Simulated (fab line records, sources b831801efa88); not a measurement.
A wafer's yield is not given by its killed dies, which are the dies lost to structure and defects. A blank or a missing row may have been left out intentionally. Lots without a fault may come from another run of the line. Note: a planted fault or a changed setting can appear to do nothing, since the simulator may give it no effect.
The tool behind it: which one? ; flow sky130 ; 12 lots with 36 wafers sampled at 4 steps, on a route of 708 steps

WHAT THE GAUGES SHOWED, per wafer
Not one reading of a measure or inspect step in the record can be checked against a usual standard deviation.

WHAT TOOL EACH LOT RAN ON (gives the tool, then ch and the chambers of the sampled wafers, and finally the start)
lot;SKY_LDD_N_IMPLANT_12;SKY_LI_CONTACT_ETCH_15;SKY_METAL1_DESCUM_17;SKY_VIA1_CMP_24
L548;implanter-01 ch 0, day 17 06:25;rieDiel-01 ch 0,3, day 28 16:05;rieMetal-02 ch 0,1, day 32 07:32;cmp-01 ch 0,2,3, day 33 13:34
L549;implanter-01 ch 0, day 17 18:14;rieDiel-04 ch 0,1, day 29 04:13;rieMetal-02 ch 0,1, day 32 18:31;cmp-01 ch 0,1, day 34 00:20
L551;implanter-01 ch 0, day 18 16:37;rieDiel-04 ch 0,1,3, day 30 00:37;rieMetal-04 ch 0,1, day 33 14:47;cmp-01 ch 0,1,2, day 34 19:36
L553;implanter-01 ch 0, day 19 01:17;rieDiel-01 ch 1,2, day 30 04:50;rieMetal-02 ch 0,1, day 33 20:17;cmp-01 ch 0,2,3, day 35 01:47
L554;implanter-01 ch 0, day 19 19:44;rieDiel-02 ch 1,2,3, day 31 00:04;rieMetal-04 ch 0,1, day 34 13:40;cmp-02 ch 0,1,2, day 35 18:34
L559;implanter-02 ch 0, day 21 18:07;rieDiel-01 ch 0,2,3, day 32 17:35;rieMetal-02 ch 1, day 36 06:50;cmp-01 ch 1,2,3, day 37 11:04
L564;implanter-02 ch 0, day 23 19:07;rieDiel-02 ch 2,3, day 34 15:08;rieMetal-04 ch 0,1, day 38 01:07;cmp-02 ch 0,1,3, day 39 02:41
L565;implanter-02 ch 0, day 23 23:22;rieDiel-01 ch 1,2,3, day 34 18:28;rieMetal-03 ch 0,1, day 38 03:08;cmp-02 ch 1,2,3, day 39 05:15
L566;implanter-02 ch 0, day 24 02:16;rieDiel-02 ch 0,1,2, day 34 19:05;rieMetal-04 ch 0,1, day 38 05:05;cmp-02 ch 0,2,3, day 39 07:24
L567;implanter-03 ch 0, day 24 09:17;rieDiel-04 ch 0,2, day 35 02:35;rieMetal-03 ch 0,1, day 38 12:32;cmp-01 ch 0,1,3, day 39 14:57
L570;implanter-03 ch 0, day 25 10:47;rieDiel-02 ch 1,2,3, day 35 22:59;rieMetal-02 ch 0,1, day 39 05:35;cmp-02 ch 0,2,3, day 40 09:36
L571;implanter-03 ch 0, day 26 02:01;rieDiel-02 ch 0,1,3, day 36 14:26;rieMetal-02 ch 1, day 39 21:26;cmp-01 ch 2,3, day 41 00:46
- SKY_LDD_N_IMPLANT_12
- SKY_LI_CONTACT_ETCH_15: etches PSG in C4F8/O2/Ar, stops on Si, target depth 600 nm.
- SKY_METAL1_DESCUM_17: chemistry O2, time 8 s.
- SKY_VIA1_CMP_24: polishes, stops on SiO2, t overpolish 15 s, target thk 0 nm.

AS READ BY THE TOOLS THEMSELVES (means over the sampled wafers that have a number; for cases with no such wafer, the mark the record gives instead)
SKY_LDD_N_IMPLANT_12. Usual: beamEnergyKeV 50.000, standard deviation 0.016; doseIonsCm2 5.001e+12, standard deviation 6.3e+09; endStationPressureTorr 5.02e-06 Torr, standard deviation 2.6e-07; faradayCurrentUA 28.1, standard deviation 0.52.
lot;tool;beamEnergyKeV;doseIonsCm2;endStationPressureTorr (Torr);faradayCurrentUA;flag
L548;implanter-01;50.014;5.001e+12;4.71e-06;28.5;
L549;implanter-01;50.013;4.995e+12;4.98e-06;27.9;
L551;implanter-01;49.994;4.998e+12;4.94e-06;28.0;
L553;implanter-01;49.994;5.005e+12;5.15e-06;27.8;
L554;implanter-01;50.003;5.007e+12;4.98e-06;28.0;
L559;implanter-02;49.997;4.997e+12;5.28e-06;28.4;
L564;implanter-02;49.997;4.999e+12;4.89e-06;28.4;
L565;implanter-02;29.500;5.002e+12;5.03e-06;28.4;OFF
L566;implanter-02;29.447;5.003e+12;4.99e-06;28.1;OFF
L567;implanter-03;50.019;4.993e+12;5.00e-06;28.4;
L570;implanter-03;50.001;4.999e+12;5.02e-06;28.8;
L571;implanter-03;49.995;5.007e+12;5.23e-06;28.0;

SKY_LI_CONTACT_ETCH_15. Usual: oesProductAu at 0.837 a.u., with a standard deviation of 0.0046.
lot;tool;oesProductAu (a.u.);flag
L548;rieDiel-01;0.836;
L549;rieDiel-04;0.834;
L551;rieDiel-04;0.839;
L553;rieDiel-01;0.838;
L554;rieDiel-02;0.837;
L559;rieDiel-01;0.835;
L564;rieDiel-02;0.836;
L565;rieDiel-01;0.839;
L566;rieDiel-02;0.835;
L567;rieDiel-04;0.839;
L570;rieDiel-02;0.843;
L571;rieDiel-02;0.840;

SKY_METAL1_DESCUM_17. Usual: drypumpMotorCurrentA 5.4 A, standard deviation 0.59; oesProductAu 0.998 a.u., standard deviation 0.0079.
lot;tool;drypumpMotorCurrentA (A);oesProductAu (a.u.);flag
L548;rieMetal-02;4.9;1.005;
L549;rieMetal-02;4.9;0.997;
L551;rieMetal-04;5.6;0.998;
L553;rieMetal-02;4.9;0.998;
L554;rieMetal-04;5.8;0.987;
L559;rieMetal-02;4.8;0.991;
L564;rieMetal-04;5.8;1.003;
L565;rieMetal-03;5.8;1.002;
L566;rieMetal-04;5.8;1.001;
L567;rieMetal-03;6.3;1.000;
L570;rieMetal-02;4.9;1.005;
L571;rieMetal-02;4.8;1.000;

SKY_VIA1_CMP_24. Usual: motorCurrentA 10.5 A, standard deviation 0.88; overpolishRunS 15.000 s, standard deviation 0.0089; retainingRingPressureFrac 1.000, standard deviation 0.005; timeToEndpointS 66 s, standard deviation 3.2.
lot;tool;motorCurrentA (A);overpolishRunS (s);retainingRingPressureFrac;timeToEndpointS (s);flag
L548;cmp-01;10.5;15.001;1.002;66;
L549;cmp-01;11.2;15.006;0.998;63;
L551;cmp-01;11.0;15.006;1.000;61;
L553;cmp-01;10.4;15.003;1.001;65;
L554;cmp-02;10.7;14.995;0.997;67;
L559;cmp-01;9.9;15.004;1.001;68;
L564;cmp-02;10.1;14.994;1.000;68;
L565;cmp-02;10.2;14.997;0.998;69;
L566;cmp-02;10.9;14.995;0.998;71;
L567;cmp-01;10.9;15.003;0.999;63;
L570;cmp-02;10.9;14.999;1.001;67;
L571;cmp-01;9.9;14.998;1.000;64;

THE ANSWER, worked out from the rows above alone
Rule: a lot is off if the mean of its wafers that have a number lies more than 3 standard deviations from the usual mean. Also off: a lot with no number at a reading for which 4 or more lots have one. All remaining lots with rows at the step are treated as sound. First the gauges in route order, then the tools' own readings, where a lot's mean is used as printed above. At the first step where some lot is off, the reading lying furthest off is the one used; lots without a number count as furthest.
Off: L565, L566 (SKY_LDD_N_IMPLANT_12, beamEnergyKeV).
If a tool, at that step or one of the process steps before it, ran each lot that is off and ran no sound lot following the first of them, it fits. One candidate fits, namely implanter-02 at SKY_LDD_N_IMPLANT_12. A fault onset in the window from L564 (day 23 19:07, its last sound lot) to L565 (day 23 23:22, its first lot off) fits.
On the lots that are off, the tool's own readings at SKY_LDD_N_IMPLANT_12 differ by more than 5 times the standard deviation of the sound lots' means, which bears it out; beamEnergyKeV reads 29.474 there versus 50.003 on the sound lots.

WHAT WAS PUT IN BY THE SIMULATOR
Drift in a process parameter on implanter-02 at SKY_LDD_N_IMPLANT_12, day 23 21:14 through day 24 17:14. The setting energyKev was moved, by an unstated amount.
Struck lots among those shown: L565, L566. This agrees with what the rule above found.
